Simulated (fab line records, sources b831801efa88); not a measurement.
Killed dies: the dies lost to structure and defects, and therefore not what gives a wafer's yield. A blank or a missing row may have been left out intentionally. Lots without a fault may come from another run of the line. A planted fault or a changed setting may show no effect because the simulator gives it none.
fab line records	flow sky130
record: lots: 6	wafers: 18	lastDay: 50
route steps=708 shown PWDE@52 NWELL@56 PAD_OPEN@708
lots with no fault: from the same line, run without faults
startH: the number of hours between the record's first day and the start of the first shown wafer of the lot	waitH: hours since the lot's step before	" repeats the value in the row above	L1.1+2: several wafers, shown together as one row	- no value, or no start was given	* or withheld: withheld	< > ~ a bound
route shown NAME@n: a module of which the file shows steps, and the number in the route of the first	usual: mean/standard deviation of fault-free wafers	same: alike in all rows	chamber/n: place in a boat	sites: readings site by site	_std_site: the values' standard deviation	_edge_site: inner sites' mean taken away from outer sites' mean	radiusMm: for every site, how far away it sits from the centre of the wafer	mask NAME#n: copy n	behind: the most recent tool/chamber to have shaped the wafer	hold: cause of the lot's hold/its duration in hours/its outcome	device: the transistor (n, p or np) that didn't switch	end of line: at the end of the route, the tests of the same wafers	a step given without rows: its recipe and nothing more	killed: dies lost to structure and defects at the first sort, not the wafer's yield	map: shows each die of a wafer: x if killed, . if not, _ if none is there
set.NAME: the setting the step ran with; set.NAME@STEP: the setting that earlier step ran with	model.NAME: the simulator's own value behind a step, which no gauge read
lots seen at some steps along the route; tables by step, rows by wafer
services: a tool's chamber out of use, with start hour (startH, from the record's first day; less than 0 if before it), hours out, and reason
== steps ==
step: SKY_PWDE_OVL_MEAS_07
usual: PWDE_OVL: -0.8/1.3
lot.wafer	tool	chamber	startH	waitH	PWDE_OVL[nm]
L165.1	overlay-02	-	78.76	-	-1.8
L165.2	"	-	"	"	-0.6
L165.5	"	-	"	"	-0.2
L166.3	overlay-01	-	82.42	-	-0.1
L166.4	"	-	"	"	1.4
L166.5	"	-	"	"	0.0
L172.1	overlay-01	-	127.36	-	1.0
L172.3	"	-	"	"	2.0
L172.5	"	-	"	"	1.1
L179.2	overlay-01	-	157.56	-	-2.4
L179.3	"	-	"	"	-0.8
L179.4	"	-	"	"	-2.6
L185.1	overlay-02	-	191.40	-	-1.1
L185.3	"	-	"	"	-1.7
L185.5	"	-	"	"	0.7
L186.2	overlay-02	-	198.97	-	-1.8
L186.5	"	-	"	"	0.3
L186.6	"	-	"	"	-1.2
step: SKY_PWDE_IMPLANT_08
recipe: species: B	energyKev: 150	doseCm2: 3.6e+12	tiltDeg: withheld
step: SKY_PWDE_STRIP_09
recipe: chemistry: O2/N2	powerW: 1400	pressureMtorr: 1500	platenTempC: withheld	o2FlowSccm: 3000	n2FlowSccm: 300	overashFraction: 0.5
usual: chamberPressureMTorr: 1500.0/1.2	drypumpMotorCurrentA: 5.8/0.43	oesProductAu: 0.723/0.0045	stripTimeToEndpointS: 36.95/0.1
lot.wafer	tool	chamber	startH	waitH	chamberPressureMTorr	drypumpMotorCurrentA	oesProductAu	rfHoursCounterH	stripTimeToEndpointS
L165.1	plasmaAsher-02	1	78.94	0.1	1499.4	5.8	0.728	40	37.05
L165.2	"	0	"	"	1498.7	6.5	0.709	40	36.92
L165.5	"	0	"	"	1500.7	6.5	0.722	-	36.97
L166.3	plasmaAsher-04	0	82.63	0.1	1500.2	5.9	0.720	-	36.98
L166.4	"	1	"	"	1497.9	5.2	0.717	-	37.03
L166.5	"	0	"	"	1501.3	5.9	0.722	-	37.07
L172.1	plasmaAsher-02	0	127.54	0.1	1502.6	6.5	0.726	1	36.99
L172.3	"	1	"	"	1501.6	5.8	0.729	-	37.04
L172.5	"	0	"	"	1500.1	6.5	0.730	-	37.01
L179.2	plasmaAsher-04	0	157.74	0.1	1501.3	5.9	0.718	45	37.05
L179.3	"	0	"	"	1498.9	5.9	0.716	-	37.11
L179.4	"	1	"	"	1500.1	5.2	0.726	-	37.11
L185.1	plasmaAsher-02	0	191.59	0.1	1498.6	6.5	0.726	7	37.17
L185.3	"	1	"	"	1499.1	5.8	0.727	-	37.15
L185.5	"	0	"	"	1500.7	6.5	0.732	-	37.14
L186.2	plasmaAsher-01	1	199.15	0.1	1500.8	5.3	0.724	51	37.04
L186.5	"	1	"	"	1499.6	5.3	0.728	-	36.94
L186.6	"	0	"	"	1498.6	6.1	0.725	-	37.03
step: SKY_PWDE_TW_MEAS_10
usual: PWDE_TW: 374/3.3
lot.wafer	tool	chamber	startH	waitH	PWDE_TW
L165.1	filmMetro-01	-	79.04	0.1	373
L165.2	"	-	"	"	372
L165.5	"	-	"	"	373
L166.3	filmMetro-04	-	82.72	0.1	375
L166.4	"	-	"	"	374
L166.5	"	-	"	"	375
L172.1	filmMetro-02	-	127.64	0.1	373
L172.3	"	-	"	"	371
L172.5	"	-	"	"	368
L179.2	filmMetro-04	-	157.85	0.1	375
L179.3	"	-	"	"	374
L179.4	"	-	"	"	374
L185.1	filmMetro-01	-	191.69	0.1	372
L185.3	"	-	"	"	371
L185.5	"	-	"	"	369
L186.2	filmMetro-04	-	199.26	0.1	379
L186.5	"	-	"	"	378
L186.6	"	-	"	"	380
step: SKY_NWELL_DEHYDRATE_03
recipe: tempC: 200	timeS: 60
step: SKY_NWELL_HMDS_04
recipe: primeTimeS: 60	primeTempC: 120
step: SKY_NWELL_COAT_05
recipe: spinRpm: 2000	resistThkNm: 3000
step: SKY_NWELL_SOFTBAKE_06
recipe: tempC: 110	timeS: withheld
step: SKY_NWELL_EXPOSE_07
recipe: maskId: NWM	na: 0.6	sourceShape: conventional	sigmaOuter: 0.6	polarization: unpolarized	targetCdNm: 840	doseMj: 255
step: SKY_NWELL_PEB_08
recipe: tempC: 115	timeS: withheld
step: SKY_NWELL_DEVELOP_09
recipe: wallAngleDeg: 90	developer: TMAH	developTimeS: 60	devTempC: 23
step: SKY_NWELL_OVL_MEAS_10
usual: NWELL_00_OVL: 0.9/1.8
lot.wafer	tool	chamber	startH	waitH	NWELL_00_OVL[nm]
L165.1	overlay-01	-	94.91	-	1.3
L165.2	"	-	"	"	-0.3
L165.5	"	-	"	"	-0.3
L166.3	overlay-01	-	98.47	-	4.8
L166.4	"	-	"	"	2.7
L166.5	"	-	"	"	2.4
L172.1	overlay-01	-	147.11	-	-2.4
L172.3	"	-	"	"	-0.4
L172.5	"	-	"	"	-1.0
L179.2	overlay-01	-	178.37	-	1.0
L179.3	"	-	"	"	1.2
L179.4	"	-	"	"	2.7
L185.1	overlay-01	-	213.77	-	0.5
L185.3	"	-	"	"	-0.8
L185.5	"	-	"	"	-1.0
L186.2	overlay-02	-	220.36	-	0.0
L186.5	"	-	"	"	1.0
L186.6	"	-	"	"	1.6
step: SKY_NWELL_IMPLANT_11
recipe: species: P	energyKev: 400	doseCm2: 1.9e+13	tiltDeg: withheld
usual: beamEnergyKeV: 400.02/0.11
lot.wafer	tool	chamber	startH	waitH	beamEnergyKeV	model.implant.rpNm	model.implant.drpNm
L165.1	implanter-02	0	94.94	0.0	282.57	358.4	97.92
L165.2	"	0	"	"	282.42	358.4	97.92
L165.5	"	0	"	"	282.40	358.4	97.92
L166.3	implanter-02	0	98.55	0.1	282.45	364.1	97.92
L166.4	"	0	"	"	282.31	364.1	97.92
L166.5	"	0	"	"	282.30	364.1	97.92
L172.1	implanter-04	0	147.14	0.0	400.06	495.5	116.9
L172.3	"	0	"	"	400.11	495.5	116.9
L172.5	"	0	"	"	399.99	495.5	116.9
L179.2	implanter-02	0	178.42	0.0	399.94	505.9	116.9
L179.3	"	0	"	"	399.91	505.9	116.9
L179.4	"	0	"	"	400.15	505.9	116.9
L185.1	implanter-01	0	213.82	0.0	400.04	494.8	116.9
L185.3	"	0	"	"	400.04	494.8	116.9
L185.5	"	0	"	"	400.27	494.8	116.9
L186.2	implanter-01	0	220.42	0.0	400.06	501.5	116.9
L186.5	"	0	"	"	400.01	501.5	116.9
L186.6	"	0	"	"	399.98	501.5	116.9
step: SKY_NWELL_IMPLANT_12
recipe: species: P	energyKev: 120	doseCm2: 1.3e+12	tiltDeg: withheld
step: SKY_NWELL_IMPLANT_13
recipe: species: P	energyKev: 50	doseCm2: 7e+11	tiltDeg: withheld
step: SKY_NWELL_STRIP_14
recipe: chemistry: O2/N2	powerW: 1400	pressureMtorr: 1500	platenTempC: withheld	o2FlowSccm: 3000	n2FlowSccm: 300	overashFraction: 0.5
usual: chamberPressureMTorr: 1499.8/1.2	drypumpMotorCurrentA: 5.9/0.41	oesProductAu: 0.722/0.0045	stripTimeToEndpointS: 36.97/0.089
lot.wafer	tool	chamber	startH	waitH	chamberPressureMTorr	drypumpMotorCurrentA	oesProductAu	rfHoursCounterH	stripTimeToEndpointS
L165.1	plasmaAsher-03	1	95.39	0.1	1498.0	5.6	0.728	29	36.89
L165.2	"	0	"	"	1500.3	5.9	0.730	29	37.01
L165.5	"	0	"	"	1498.9	6.0	0.722	-	36.84
L166.3	plasmaAsher-04	1	98.98	0.1	1499.4	5.2	0.716	-	36.93
L166.4	"	0	"	"	1499.3	5.9	0.711	-	36.91
L166.5	"	0	"	"	1498.7	5.9	0.717	-	36.98
L172.1	plasmaAsher-04	0	147.59	0.1	1500.3	5.9	0.732	43	36.98
L172.3	"	0	"	"	1499.1	5.9	0.720	-	37.06
L172.5	"	0	"	"	1498.4	5.9	0.716	-	36.87
L179.2	plasmaAsher-04	1	178.85	0.1	1499.9	5.2	0.723	47	36.93
L179.3	"	0	"	"	1498.2	6.0	0.722	-	37.05
L179.4	"	1	"	"	1499.2	5.2	0.717	-	37.08
L185.1	plasmaAsher-04	0	214.27	0.1	1497.9	5.9	0.721	50	36.70
L185.3	"	0	"	"	1499.5	6.0	0.725	-	36.82
L185.5	"	1	"	"	1502.7	5.2	0.714	-	36.79
L186.2	plasmaAsher-03	0	220.84	0.1	1501.4	6.0	0.721	43	36.93
L186.5	"	0	"	"	1501.2	6.0	0.718	-	36.90
L186.6	"	1	"	"	1501.1	5.6	0.719	-	36.95
step: SKY_NWELL_TW_MEAS_15
usual: NWELL_TW: 1822/21
lot.wafer	tool	chamber	startH	waitH	NWELL_TW
L165.1	filmMetro-01	-	95.49	0.1	1748
L165.2	"	-	"	"	1730
L165.5	"	-	"	"	1728
L166.3	filmMetro-04	-	99.07	0.1	1762
L166.4	"	-	"	"	1755
L166.5	"	-	"	"	1762
L172.1	filmMetro-02	-	147.69	0.1	1808
L172.3	"	-	"	"	1808
L172.5	"	-	"	"	1801
L179.2	filmMetro-04	-	178.96	0.1	1848
L179.3	"	-	"	"	1837
L179.4	"	-	"	"	1836
L185.1	filmMetro-01	-	214.37	0.1	1791
L185.3	"	-	"	"	1795
L185.5	"	-	"	"	1797
L186.2	filmMetro-01	-	220.95	0.1	1790
L186.5	"	-	"	"	1785
L186.6	"	-	"	"	1792
step: SKY_NWELL_DEHYDRATE_16
recipe: tempC: 200	timeS: 60
step: SKY_NWELL_HMDS_17
recipe: primeTimeS: 60	primeTempC: 120
step: SKY_NWELL_COAT_18
recipe: spinRpm: 2000	resistThkNm: 3000
step: SKY_NWELL_SOFTBAKE_19
recipe: tempC: 110	timeS: withheld
step: SKY_NWELL_EXPOSE_20
recipe: maskId: NWM_COMPLEMENT	na: 0.6	sourceShape: conventional	sigmaOuter: 0.6	polarization: unpolarized	targetCdNm: 840	doseMj: 260
step: SKY_NWELL_PEB_21
recipe: tempC: 115	timeS: withheld
step: SKY_NWELL_DEVELOP_22
recipe: wallAngleDeg: 90	developer: TMAH	developTimeS: 60	devTempC: 23
step: SKY_NWELL_OVL_MEAS_23
usual: NWELL_01_OVL: 0.8/1.2
lot.wafer	tool	chamber	startH	waitH	NWELL_01_OVL[nm]
L165.1	overlay-01	-	112.86	-	0.4
L165.2	"	-	"	"	0.1
L165.5	"	-	"	"	1.2
L166.3	overlay-02	-	116.67	-	1.2
L166.4	"	-	"	"	-0.1
L166.5	"	-	"	"	-0.7
L172.1	overlay-02	-	166.76	-	1.7
L172.3	"	-	"	"	1.3
L172.5	"	-	"	"	0.7
L179.2	overlay-01	-	200.62	-	2.3
L179.3	"	-	"	"	1.0
L179.4	"	-	"	"	2.0
L185.1	overlay-01	-	236.60	-	-0.7
L185.3	"	-	"	"	2.6
L185.5	"	-	"	"	0.4
L186.2	overlay-02	-	243.72	-	2.3
L186.5	"	-	"	"	0.3
L186.6	"	-	"	"	1.5
step: SKY_NWELL_IMPLANT_24
recipe: species: B	energyKev: 140	doseCm2: 9.2e+12	tiltDeg: withheld
step: SKY_NWELL_STRIP_25
recipe: chemistry: O2/N2	powerW: 1400	pressureMtorr: 1500	platenTempC: withheld	o2FlowSccm: 3000	n2FlowSccm: 300	overashFraction: 0.5
usual: chamberPressureMTorr: 1500.1/1.5	drypumpMotorCurrentA: 5.9/0.37	oesProductAu: 0.722/0.0045	stripTimeToEndpointS: 36.93/0.1
lot.wafer	tool	chamber	startH	waitH	chamberPressureMTorr	drypumpMotorCurrentA	oesProductAu	rfHoursCounterH	stripTimeToEndpointS
L165.1	plasmaAsher-03	1	113.04	0.1	1500.1	5.6	0.723	32	37.15
L165.2	"	0	"	"	1499.0	5.9	0.722	32	37.07
L165.5	"	1	"	"	1501.3	5.6	0.722	-	37.05
L166.3	plasmaAsher-03	0	116.88	0.1	1501.8	5.9	0.715	-	36.90
L166.4	"	1	"	"	1500.2	5.6	0.718	-	36.81
L166.5	"	0	"	"	1500.0	5.9	0.716	-	36.94
L172.1	plasmaAsher-02	0	166.95	0.1	1501.7	6.5	0.725	5	36.93
L172.3	"	0	"	"	1498.9	6.5	0.721	-	36.95
L172.5	"	1	"	"	1500.6	5.8	0.723	-	36.99
L179.2	plasmaAsher-02	1	200.80	0.1	1501.0	5.9	0.724	8	36.84
L179.3	"	0	"	"	1499.3	6.5	0.721	-	36.91
L179.4	"	1	"	"	1501.5	5.9	0.727	-	36.91
L185.1	plasmaAsher-04	0	236.79	0.1	1497.3	5.9	0.724	52	37.00
L185.3	"	0	"	"	1502.7	5.9	0.726	-	37.11
L185.5	"	1	"	"	1503.0	5.3	0.720	-	37.06
L186.2	plasmaAsher-03	0	243.90	0.1	1498.7	5.9	0.718	46	36.79
L186.5	"	0	"	"	1502.1	5.9	0.728	-	36.81
L186.6	"	1	"	"	1497.8	5.6	0.727	-	36.86
step: SKY_NWELL_TW_MEAS_26
usual: NWELL_2_TW: 495/4.9
lot.wafer	tool	chamber	startH	waitH	NWELL_2_TW
L165.1	filmMetro-01	-	113.14	0.1	490
L165.2	"	-	"	"	490
L165.5	"	-	"	"	487
L166.3	filmMetro-02	-	116.96	0.1	498
L166.4	"	-	"	"	495
L166.5	"	-	"	"	498
L172.1	filmMetro-04	-	167.05	0.1	498
L172.3	"	-	"	"	498
L172.5	"	-	"	"	500
L179.2	filmMetro-02	-	200.91	0.1	498
L179.3	"	-	"	"	497
L179.4	"	-	"	"	495
L185.1	filmMetro-01	-	236.89	0.1	485
L185.3	"	-	"	"	490
L185.5	"	-	"	"	489
L186.2	filmMetro-04	-	244.01	0.1	499
L186.5	"	-	"	"	500
L186.6	"	-	"	"	500
step: SKY_NWELL_CLEAN_27
recipe: chemistry: SC1/SC2	mix: 1:4:20	tempC: 70	timeS: 150	dry: n2Spin
step: SKY_NWELL_RTA_28
recipe: tempC: 1050	timeS: 30	idleTempC: 650	rampUpCPerS: 150	rampDownCPerS: 90	ambient: N2
usual: annealTempCMax: 1052.8/0.67	lampPowerPct: 25.30/0.055	wafer_temp_C_max: 1054.8/1
lot.wafer	tool	chamber	startH	waitH	annealTempCMax	lampPowerPct	wafer_temp_C_max
L165.1	rtpAnneal-01	0	113.25	0.0	1053.1	25.33	1053.7
L165.2	"	0	"	"	1053.0	25.31	1055.1
L165.5	"	0	"	"	1052.6	25.30	1054.8
L166.3	rtpAnneal-02	0	117.09	0.0	1052.1	25.25	1056.6
L166.4	"	0	"	"	1052.5	25.25	1054.9
L166.5	"	0	"	"	1053.0	25.30	1055.1
L172.1	rtpAnneal-02	0	167.16	0.0	1053.7	25.37	1053.4
L172.3	"	0	"	"	1053.1	25.34	1054.7
L172.5	"	0	"	"	1052.4	25.24	1055.9
L179.2	rtpAnneal-02	0	201.03	0.0	1051.8	25.27	1055.7
L179.3	"	0	"	"	1052.7	25.30	1054.2
L179.4	"	0	"	"	1053.2	25.33	1055.7
L185.1	rtpAnneal-01	0	237.02	0.0	1052.8	25.34	1055.3
L185.3	"	0	"	"	1052.8	25.33	1054.8
L185.5	"	0	"	"	1052.4	25.30	1054.5
L186.2	rtpAnneal-01	0	244.14	0.0	1053.0	25.34	1054.6
L186.5	"	0	"	"	1054.3	25.31	1055.0
L186.6	"	0	"	"	1054.7	25.26	1055.4
step: SKY_NWELL_RS_MEAS_29
recipe: thkMeasGauge: four-point-probe
usual: NWELL_RS: 624.8/1.5
lot.wafer	tool	chamber	startH	waitH	NWELL_RS[ohm/sq]
L165.1	filmMetro-04	-	113.35	0.1	683.9
L165.2	"	-	"	"	685.0
L165.5	"	-	"	"	682.4
L166.3	filmMetro-01	-	117.19	0.1	685.4
L166.4	"	-	"	"	681.3
L166.5	"	-	"	"	683.9
L172.1	filmMetro-01	-	167.26	0.1	623.4
L172.3	"	-	"	"	624.3
L172.5	"	-	"	"	625.9
L179.2	filmMetro-02	-	201.13	0.1	624.3
L179.3	"	-	"	"	622.9
L179.4	"	-	"	"	626.0
L185.1	filmMetro-04	-	237.12	0.1	625.4
L185.3	"	-	"	"	624.6
L185.5	"	-	"	"	626.3
L186.2	filmMetro-02	-	244.24	0.1	624.0
L186.5	"	-	"	"	621.9
L186.6	"	-	"	"	622.6
step: SKY_PAD_OPEN_PROBE_99
usual: killed_at_M0_to_M3: 43/6.8	killed_at_M4_up: 3.0/1.8	killedAtContacts: 23/5.4	killedAtFrontEnd: 15/4.4	killedAtOther: 0.3/0.51	killedDies: 85/9.2	killedOpen: 47/6.8	killedShort: 39/6.8
same: grossDies: 492	killedAtBackSide: 0
lot.wafer	tool	chamber	startH	waitH	killed_at_M0_to_M3	killed_at_M4_up	killedAtContacts	killedAtFrontEnd	killedAtOther	killedDies	killedOpen	killedShort	model.etest.resNwell.lineOhmUm	model.etest.nfet_16v.rOnOhmUm	model.etest.pfet_16v.rOnOhmUm	model.etest.resNwell.rsOhmSq	model.etest.pfetG5v0d10v5.rOnOhmUm	model.etest.tip_p_5v.rsOhmSq	model.etest.tipP.rsOhmSq	model.etest.pfet_01v8.rOnOhmUm
L165.1	prober-02	-	1084.48	0.1	49	5	23	16	0	93	49	44	3981	1.665e+04	1.728e+04	2921	5197	3337	7345	2976
L165.2	prober-02	-	1084.53	0.1	52	1	11	20	0	84	49	35	4230	1.688e+04	1.734e+04	3061	5198	3376	7324	2988
L165.5	prober-02	-	1084.68	0.2	36	4	23	14	1	78	35	43	4298	1.687e+04	1.735e+04	3108	5240	3338	7366	3061
L166.3	prober-01	-	1090.42	0.2	43	2	25	17	0	87	48	39	3686	1.645e+04	1.727e+04	2689	5267	3314	7178	3029
L166.4	prober-01	-	1090.47	0.2	48	0	24	15	0	87	51	36	3549	1.624e+04	1.696e+04	2627	5188	3291	7143	3001
L166.5	prober-01	-	1090.52	0.2	31	5	22	13	1	72	49	23	3418	1.615e+04	1.702e+04	2558	5075	3283	7174	2953
L172.1	prober-02	-	1145.92	0.1	58	5	17	18	0	98	55	43	1100	1.412e+04	1.493e+04	930.9	4750	2859	6793	2798
L172.3	prober-02	-	1146.02	0.2	50	4	26	15	0	95	42	53	1108	1.417e+04	1.48e+04	921.8	4744	2859	6747	2850
L172.5	prober-02	-	1146.12	0.2	54	1	17	13	0	85	50	35	1146	1.422e+04	1.498e+04	943.7	4731	2838	6831	2855
L179.2	prober-02	-	1164.33	0.1	51	1	8	21	0	81	44	37	1108	1.409e+04	1.506e+04	917	4623	2810	6890	2940
L179.3	prober-02	-	1164.38	0.2	41	2	30	13	0	86	61	25	1110	1.413e+04	1.491e+04	910.6	4682	2794	6933	2931
L179.4	prober-02	-	1164.43	0.2	45	1	15	15	0	76	35	41	1079	1.401e+04	1.481e+04	893.8	4606	2804	6888	2910
L185.1	prober-01	-	1194.13	0.1	37	6	22	9	1	75	38	37	1123	1.41e+04	1.517e+04	932.1	4769	2881	6832	2870
L185.3	prober-01	-	1194.23	0.2	34	3	17	10	1	65	49	16	1136	1.405e+04	1.531e+04	957.5	4826	2891	6884	2929
L185.5	prober-01	-	1194.33	0.2	47	4	22	12	0	85	45	40	1154	1.412e+04	1.552e+04	983.7	4870	2900	6860	2959
L186.2	prober-01	-	1199.59	0.1	41	2	26	10	0	79	38	41	1104	1.393e+04	1.482e+04	922.4	4683	2864	6797	2842
L186.5	prober-01	-	1199.74	0.2	50	1	25	12	0	88	41	47	1127	1.397e+04	1.492e+04	930.7	4571	2830	6838	2791
L186.6	prober-01	-	1199.79	0.2	58	2	30	13	0	103	49	54	1124	1.392e+04	1.497e+04	938.1	4667	2857	6827	2848
killed by level:class
L165.1 CONTACT:geometricParticle:open=11 VIA2:geometricParticle:open=10 VIA1:geometricParticle:open=9 METAL2:geometricParticle:short=7 CONTACT:geometricParticle:short=6 VIA2:geometricParticle:short=6 FIELD_ISO:geometricParticle:open=5 METAL4:geometricParticle:short=5
L165.2 VIA3:geometricParticle:open=12 VIA2:geometricParticle:open=10 VIA1:geometricParticle:open=7 FIELD_ISO:geometricParticle:open=5 POLY_GATE:geometricParticle:short=5 POLY_GATE:geometricParticle:open=5 METAL1:geometricParticle:short=5 VIA1:geometricParticle:short=4
L165.5 CONTACT:geometricParticle:open=8 LI_CONTACT:geometricParticle:open=7 METAL1:geometricParticle:short=7 VIA1:geometricParticle:open=7 FIELD_ISO:geometricParticle:short=6 VIA1:geometricParticle:short=6 VIA3:geometricParticle:open=5 METAL4:geometricParticle:short=4
L166.3 VIA1:geometricParticle:open=15 LI_CONTACT:geometricParticle:open=10 CONTACT:geometricParticle:open=6 VIA3:geometricParticle:open=6 FIELD_ISO:geometricParticle:open=5 VIA1:geometricParticle:short=5 VIA2:geometricParticle:short=5 LI_CONTACT:geometricParticle:short=4
L166.4 VIA1:geometricParticle:open=10 LI_CONTACT:geometricParticle:open=7 CONTACT:geometricParticle:open=7 POLY_GATE:geometricParticle:open=6 VIA3:geometricParticle:open=6 CONTACT:geometricParticle:short=6 VIA1:geometricParticle:short=6 VIA2:geometricParticle:short=5
L166.5 VIA1:geometricParticle:open=13 CONTACT:geometricParticle:open=12 LI_CONTACT:geometricParticle:open=5 VIA3:geometricParticle:open=5 FIELD_ISO:geometricParticle:open=4 METAL2:geometricParticle:short=4 METAL3:geometricParticle:short=4 POLY_GATE:geometricParticle:open=3
L172.1 VIA1:geometricParticle:open=16 VIA2:geometricParticle:open=13 FIELD_ISO:geometricParticle:open=9 VIA1:geometricParticle:short=7 METAL1:geometricParticle:short=5 LOCAL_INTERCONNECT:geometricParticle:short=5 VIA3:geometricParticle:open=5 METAL2:geometricParticle:short=5
L172.3 VIA1:geometricParticle:open=13 METAL1:geometricParticle:short=8 LI_CONTACT:geometricParticle:open=7 CONTACT:geometricParticle:short=7 VIA1:geometricParticle:short=7 METAL2:geometricParticle:short=6 VIA2:geometricParticle:open=6 LOCAL_INTERCONNECT:geometricParticle:short=5
L172.5 VIA1:geometricParticle:open=16 VIA1:geometricParticle:short=7 CONTACT:geometricParticle:short=5 CONTACT:geometricParticle:open=5 VIA2:geometricParticle:short=5 VIA2:geometricParticle:open=5 VIA3:geometricParticle:open=5 METAL1:geometricParticle:short=4
L179.2 VIA1:geometricParticle:open=16 FIELD_ISO:geometricParticle:open=7 METAL1:geometricParticle:short=6 VIA2:geometricParticle:open=6 VIA3:geometricParticle:short=6 METAL2:geometricParticle:short=5 POLY_GATE:geometricParticle:open=4 VIA3:geometricParticle:open=4
L179.3 CONTACT:geometricParticle:open=15 VIA1:geometricParticle:open=10 LI_CONTACT:geometricParticle:open=10 VIA2:geometricParticle:open=10 FIELD_ISO:geometricParticle:open=6 METAL3:geometricParticle:short=5 VIA1:geometricParticle:short=4 POLY_GATE:geometricParticle:open=3
L179.4 VIA1:geometricParticle:open=11 METAL2:geometricParticle:short=7 VIA3:geometricParticle:open=6 METAL1:geometricParticle:short=6 CONTACT:geometricParticle:open=5 FIELD_ISO:geometricParticle:short=4 LOCAL_INTERCONNECT:geometricParticle:short=4 POLY_GATE:geometricParticle:short=4
L185.1 CONTACT:geometricParticle:open=9 VIA1:geometricParticle:short=8 METAL1:geometricParticle:short=7 VIA1:geometricParticle:open=7 LI_CONTACT:geometricParticle:open=6 METAL4:geometricParticle:short=5 VIA3:geometricParticle:open=5 POLY_GATE:geometricParticle:open=4
L185.3 VIA1:geometricParticle:open=17 LI_CONTACT:geometricParticle:open=7 CONTACT:geometricParticle:open=4 METAL2:geometricParticle:open=4 FIELD_ISO:geometricParticle:open=3 VIA2:geometricParticle:open=3 VIA3:geometricParticle:open=3 FIELD_ISO:geometricParticle:short=2
L185.5 VIA1:geometricParticle:open=13 CONTACT:geometricParticle:open=10 METAL1:geometricParticle:short=8 LI_CONTACT:geometricParticle:open=7 VIA1:geometricParticle:short=6 VIA3:geometricParticle:short=6 METAL3:geometricParticle:short=4 FIELD_ISO:geometricParticle:open=3
L186.2 METAL2:geometricParticle:short=10 CONTACT:geometricParticle:open=8 VIA1:geometricParticle:open=6 VIA3:geometricParticle:open=6 LOCAL_INTERCONNECT:geometricParticle:short=5 LI_CONTACT:geometricParticle:open=5 VIA2:geometricParticle:short=4 FIELD_ISO:geometricParticle:short=3
L186.5 LI_CONTACT:geometricParticle:open=8 METAL1:geometricParticle:short=8 CONTACT:geometricParticle:open=6 METAL3:geometricParticle:short=6 VIA2:geometricParticle:open=6 VIA3:geometricParticle:open=6 VIA1:geometricParticle:open=5 FIELD_ISO:geometricParticle:short=4
L186.6 VIA2:geometricParticle:open=12 METAL2:geometricParticle:short=11 LI_CONTACT:geometricParticle:open=9 CONTACT:geometricParticle:open=8 POLY_GATE:geometricParticle:short=7 METAL1:geometricParticle:short=7 VIA1:geometricParticle:open=7 CONTACT:geometricParticle:short=6
== services ==
tool	chamber	startH	hours	kind
plasmaAsher-01	-	64.96	1.6	repair
plasmaAsher-02	-	94.73	0.6	repair
plasmaAsher-01	-	95.22	2.8	pm
plasmaAsher-04	-	105.07	28.1	pm
plasmaAsher-02	-	108.75	9.0	pm
plasmaAsher-02	0	108.75	12.9	ventCycle
plasmaAsher-02	1	108.75	12.9	ventCycle
plasmaAsher-02	-	111.51	10.1	repair
plasmaAsher-02	0	117.75	-	clean
plasmaAsher-02	1	117.75	-	clean
implanter-02	-	128.96	1.2	repair
implanter-02	-	129.44	2.6	repair
implanter-01	-	163.69	2.1	repair
implanter-01	-	202.66	0.8	repair
implanter-02	-	208.53	16.3	pm
implanter-02	-	224.85	3.9	pm
implanter-02	-	227.80	3.0	repair
implanter-04	-	232.99	2.6	repair
implanter-01	-	235.98	2.3	repair
implanter-02	-	241.02	2.2	repair
== key ==
firstSign: step: SKY_NWELL_IMPLANT_11	reading: beamEnergyKeV	direction: down	sigmas: 99+	usual: *	struck: *
effect: step: SKY_NWELL_TW_MEAS_15	reading: NWELL_TW	direction: down	sigmas: 3.6	usual: 1822	struck: 1748
effect: step: SKY_NWELL_RS_MEAS_29	reading: NWELL_RS	direction: up	sigmas: 40	usual: 624.8	struck: 683.6
modelEffect: step: SKY_NWELL_IMPLANT_11	value: implant.rpNm	without: 502.4	struck: 361.3
modelEffect: step: SKY_PAD_OPEN_PROBE_99	value: etest.resNwell.lineOhmUm	without: 1132	struck: 3860
metAt SKY_NWELL_IMPLANT_11
struckWafers L165.1,L165.2,L165.5,L166.3,L166.4,L166.5
testerLeftOut L165,L166
fault: kind: processParameterDrift	tool: implanter-02	chamber: -	onsetH: 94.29	steps: SKY_NWELL_IMPLANT_11	channel: energyKev	offset: *	shape: step	endH: 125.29	actsIn: *	stated: *
testerLeftOut: of these lots the tester's yield and bins aren't shown, on N5 and GAA mostly nor the transistor test; their killed dies are dies lost to structure and defects alone, not to doping, threshold or leakage, so they don't give the yield
